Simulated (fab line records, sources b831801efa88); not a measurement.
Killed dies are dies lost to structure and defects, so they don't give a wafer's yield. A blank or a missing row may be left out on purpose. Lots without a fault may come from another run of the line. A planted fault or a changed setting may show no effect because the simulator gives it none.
Which tool did it? | flow sky130 | 7 lots, 21 wafers sampled, at 3 steps of a route of 708

WHAT THE GAUGES READ, wafer by wafer
SKY_LI_CONTACT_CD_MEAS_12: target cd 170 nm.
lot  | measured     | on        | cd_nm (nm)
L227 | day 30 12:20 | cd_sem-01 | 168.8 167.9 168.7
L229 | day 30 21:20 | cd_sem-02 | 171.6 173.4 170.9
L236 | day 33 07:30 | cd_sem-02 | 170.4 170.6 171.3
L238 | day 34 03:55 | cd_sem-01 | 171.4 172.8 171.7
L240 | day 34 07:19 | cd_sem-02 | 168.2 170.9 170.4
L246 | day 36 12:10 | cd_sem-01 | 172.6 170.8 171.7
L248 | day 36 20:50 | cd_sem-02 | 166.4 168.3 168.9

WHICH TOOL RAN EACH LOT (tool, then ch and the chambers of the sampled wafers, then the start)
lot  | SKY_SD_N_RTA_14                  | SKY_LI_CONTACT_DEVELOP_11
L227 | rtp_anneal-01 ch 0, day 29 07:11 | litho_track-02 ch 0, day 30 12:00
L229 | rtp_anneal-01 ch 0, day 29 15:56 | litho_track-03 ch 0, day 30 21:00
L236 | rtp_anneal-02 ch 0, day 32 03:12 | litho_track-02 ch 0, day 33 07:00
L238 | rtp_anneal-02 ch 0, day 32 23:33 | litho_track-01 ch 0, day 34 03:00
L240 | rtp_anneal-02 ch 0, day 33 03:32 | litho_track-03 ch 0, day 34 07:00
L246 | rtp_anneal-02 ch 0, day 35 08:41 | litho_track-03 ch 0, day 36 12:00
L248 | rtp_anneal-02 ch 0, day 35 17:53 | litho_track-02 ch 0, day 36 20:00
- SKY_SD_N_RTA_14: time 2 s.
- SKY_LI_CONTACT_DEVELOP_11: develop time 60 s.

THE ANSWER, worked out from the rows above alone
Rule: what is usual is taken from the lots themselves. Put in order of their means at a reading, lots are off if they are a third of the lots or fewer, leave a main group of 4 or more, and stand apart from it by a gap of 3 or more times the standard deviation of the main group's means; of several such gaps the widest counts. A main group whose means are all the same, to the digits that the tables above print for the reading, isn't used. A lot without any number at a reading at which 4 lots or more have one is off too. The other lots that the step has rows for count as sound.
No lot is off at any reading shown: from this, nothing can be told.

WHAT THE SIMULATOR HAD PUT IN
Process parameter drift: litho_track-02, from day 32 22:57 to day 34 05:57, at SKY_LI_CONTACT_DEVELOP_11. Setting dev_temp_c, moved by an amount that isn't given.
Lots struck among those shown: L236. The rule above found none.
